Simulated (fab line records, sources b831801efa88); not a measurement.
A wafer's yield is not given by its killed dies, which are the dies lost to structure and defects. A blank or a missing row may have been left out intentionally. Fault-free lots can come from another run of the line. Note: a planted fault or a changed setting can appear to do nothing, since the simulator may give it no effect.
Which tool was responsible? + flow gf180mcu + 39 wafers from 13 lots sampled at 4 of the route's 602 steps

WHAT EACH GAUGE READ, for each wafer
GF_VT_IMPLANT_RS_MEAS_48: measures by four-point-probe.
| lot  | measured     | on           | LVPWELL_RS (ohm/sq)  |
|------|--------------|--------------|----------------------|
| L566 | day 7 10:28  | filmMetro-02 | 1197.1 1192.5 1196.3 |
| L569 | day 8 09:34  | filmMetro-01 | 1200.7 1201.6 1201.0 |
| L571 | day 9 01:59  | filmMetro-01 | 1201.1 1198.6 1197.3 |
| L570 | day 9 03:04  | filmMetro-03 | 1199.1 1192.3 1197.4 |
| L572 | day 9 08:29  | filmMetro-03 | 1196.8 1197.4 1198.7 |
| L573 | day 9 13:50  | filmMetro-01 | 1199.0 1201.2 1199.6 |
| L574 | day 10 01:02 | filmMetro-03 | 1196.7 1198.6 1200.8 |
| L575 | day 10 04:22 | filmMetro-03 | 1198.4 1200.2 1199.2 |
| L576 | day 10 08:52 | filmMetro-03 | 1199.1 1201.6 1201.7 |
| L579 | day 11 03:28 | filmMetro-02 | 1197.3 1200.3 1197.2 |
| L584 | day 12 11:50 | filmMetro-03 | 1212.0 1216.9 1212.3 |
| L587 | day 13 05:29 | filmMetro-02 | 1209.1 1211.8 1209.6 |
| L589 | day 13 17:53 | filmMetro-02 | 1200.4 1191.4 1192.7 |

GF_V1_CD_MEAS_14: target cd 260 nm.
| lot  | measured     | on       | cdNm (nm)         |
|------|--------------|----------|-------------------|
| L566 | day 17 10:07 | cdSem-02 | 259.9 258.6 259.9 |
| L569 | day 19 02:55 | cdSem-01 | 259.5 258.9 258.6 |
| L571 | day 20 00:32 | cdSem-01 | 258.8 258.0 259.1 |
| L570 | day 20 01:53 | cdSem-02 | 260.6 259.6 260.5 |
| L572 | day 20 17:11 | cdSem-02 | 258.4 259.1 259.9 |
| L573 | day 20 18:57 | cdSem-01 | 260.3 259.8 259.8 |
| L574 | day 21 18:48 | cdSem-01 | 259.8 259.9 259.8 |
| L575 | day 22 03:55 | cdSem-02 | 260.9 261.1 261.3 |
| L576 | day 22 14:19 | cdSem-02 | 260.2 260.3 259.4 |
| L579 | day 23 13:28 | cdSem-01 | 261.1 261.3 261.1 |
| L584 | day 24 17:51 | cdSem-02 | 258.5 259.0 258.8 |
| L587 | day 25 07:09 | cdSem-02 | 258.9 258.5 257.7 |
| L589 | day 25 21:27 | cdSem-02 | 259.3 260.1 258.7 |

TOOL THAT RAN EACH LOT (tool first, then ch and the chambers of the sampled wafers, then the start)
| lot  | GF_LVPWELL_IMPLANT_09          | GF_M1_STRIP_17                      |
|------|--------------------------------|-------------------------------------|
| L566 | implanter-03 ch 0, day 3 19:33 | plasmaAsher-01 ch 0,1, day 16 10:38 |
| L569 | implanter-03 ch 0, day 4 14:55 | plasmaAsher-03 ch 0,1, day 18 01:20 |
| L571 | implanter-03 ch 0, day 5 04:50 | plasmaAsher-04 ch 0,1, day 18 22:01 |
| L570 | implanter-03 ch 0, day 5 06:17 | plasmaAsher-01 ch 0,1, day 18 23:46 |
| L572 | implanter-03 ch 0, day 5 08:20 | plasmaAsher-03 ch 0,1, day 19 15:11 |
| L573 | implanter-01 ch 0, day 5 13:44 | plasmaAsher-04 ch 0,1, day 19 17:02 |
| L574 | implanter-01 ch 0, day 5 22:05 | plasmaAsher-01 ch 0,1, day 20 17:02 |
| L575 | implanter-02 ch 0, day 6 02:55 | plasmaAsher-03 ch 0,1, day 21 02:56 |
| L576 | implanter-02 ch 0, day 6 05:07 | plasmaAsher-01 ch 0,1, day 21 14:07 |
| L579 | implanter-03 ch 0, day 6 20:51 | plasmaAsher-04 ch 0,1, day 22 13:23 |
| L584 | implanter-03 ch 0, day 8 01:29 | plasmaAsher-03 ch 0,1, day 23 17:55 |
| L587 | implanter-03 ch 0, day 8 17:17 | plasmaAsher-04 ch 0,1, day 24 08:45 |
| L589 | implanter-01 ch 0, day 9 04:08 | plasmaAsher-01 ch 0, day 24 23:35   |
- GF_LVPWELL_IMPLANT_09
- GF_M1_STRIP_17: strips in O2/N2.

WHAT THE TOOLS THEMSELVES READ (means of the sampled wafers that have a number; where no wafer has one, the mark that the record gives instead)
GF_LVPWELL_IMPLANT_09.
| lot  | tool         | doseIonsCm2 | faradayCurrentUA |
|------|--------------|-------------|------------------|
| L566 | implanter-03 | 5.000e+12   | 28.5             |
| L569 | implanter-03 | 5.000e+12   | 28.2             |
| L571 | implanter-03 | 4.995e+12   | 28.1             |
| L570 | implanter-03 | 5.003e+12   | 28.4             |
| L572 | implanter-03 | 5.001e+12   | 28.0             |
| L573 | implanter-01 | 5.004e+12   | 28.3             |
| L574 | implanter-01 | 5.006e+12   | 27.6             |
| L575 | implanter-02 | 5.005e+12   | 28.3             |
| L576 | implanter-02 | 5.008e+12   | 28.7             |
| L579 | implanter-03 | 5.005e+12   | 28.1             |
| L584 | implanter-03 | 4.695e+12   | 26.3             |
| L587 | implanter-03 | 4.705e+12   | 27.1             |
| L589 | implanter-01 | 5.004e+12   | 27.9             |

GF_M1_STRIP_17.
| lot  | tool           | drypumpMotorCurrentA (A) | heaterPowerW (W) | oesProductAu (a.u.) | stripTimeToEndpointS (s) |
|------|----------------|--------------------------|------------------|---------------------|--------------------------|
| L566 | plasmaAsher-01 | 5.27                     | 333              | 0.537               | 7.34                     |
| L569 | plasmaAsher-03 | 5.67                     | 366              | 0.538               | 7.38                     |
| L571 | plasmaAsher-04 | 5.48                     | 385              | 0.538               | 7.39                     |
| L570 | plasmaAsher-01 | 5.28                     | 329              | 0.538               | 7.35                     |
| L572 | plasmaAsher-03 | 5.70                     | 366              | 0.537               | 7.33                     |
| L573 | plasmaAsher-04 | 5.50                     | 389              | 0.537               | 7.37                     |
| L574 | plasmaAsher-01 | 5.28                     | 322              | 0.530               | 7.35                     |
| L575 | plasmaAsher-03 | 5.62                     | 368              | 0.533               | 7.32                     |
| L576 | plasmaAsher-01 | 5.28                     | 330              | 0.536               | 7.33                     |
| L579 | plasmaAsher-04 | 5.49                     | 405              | 0.538               | 7.28                     |
| L584 | plasmaAsher-03 | 5.63                     | 374              | 0.537               | 7.43                     |
| L587 | plasmaAsher-04 | 5.52                     | 413              | 0.541               | 7.40                     |
| L589 | plasmaAsher-01 | 5.25                     | 336              | 0.540               | 7.36                     |

THE ANSWER, worked out from the rows above alone
Rule: what is usual is taken from the lots themselves. The widest of any qualifying gaps counts: lots, ordered by their means at a reading, are off when they make up no more than a third of the lots, leave a main group of 4 or more, and stand apart from it by 3 or more times the standard deviation of that group's means. Not used: any main group whose means are identical at the precision the tables above print for the reading. Also off: a lot with no number at a reading for which 4 or more lots have one. The other lots that the step has rows for count as sound. Order of review: gauges by route order, followed by the tools' own readings, for which a lot's mean as printed above is used. At the first step where some lot is off, the reading lying furthest off is the one used; lots without a number count as furthest.
Off: L584, L587, seen at GF_VT_IMPLANT_RS_MEAS_48 (LVPWELL_RS). The main group: mean 1198.3 ohm/sq, standard deviation 2.
A tool fits if, at a process step before that reading, it ran every lot that is off, and no sound lot after the first of them. Not tried: the gauges at GF_VT_IMPLANT_RS_MEAS_48; whatever is off there is also off at GF_LVPWELL_IMPLANT_09, on other tools, and gauge error can't account for it. One candidate fits, namely implanter-03 at GF_LVPWELL_IMPLANT_09. A fault onset in the window from L579 (day 6 20:51, its last sound lot) to L584 (day 8 01:29, its first lot off) fits.
The tool's own readings at GF_LVPWELL_IMPLANT_09 bear it out: on the lots that are off they differ by more than 5 times the standard deviation of the sound lots' means. doseIonsCm2 reads 4.700e+12 there against 5.003e+12 on the sound lots; faradayCurrentUA reads 26.7 there against 28.2 on the sound lots.

WHAT THE SIMULATOR PUT IN
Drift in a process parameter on implanter-03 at GF_LVPWELL_IMPLANT_09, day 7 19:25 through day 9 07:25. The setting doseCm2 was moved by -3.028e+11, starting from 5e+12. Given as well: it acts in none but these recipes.
Shown lots that were struck: L584, L587. The rule above reached the same finding.
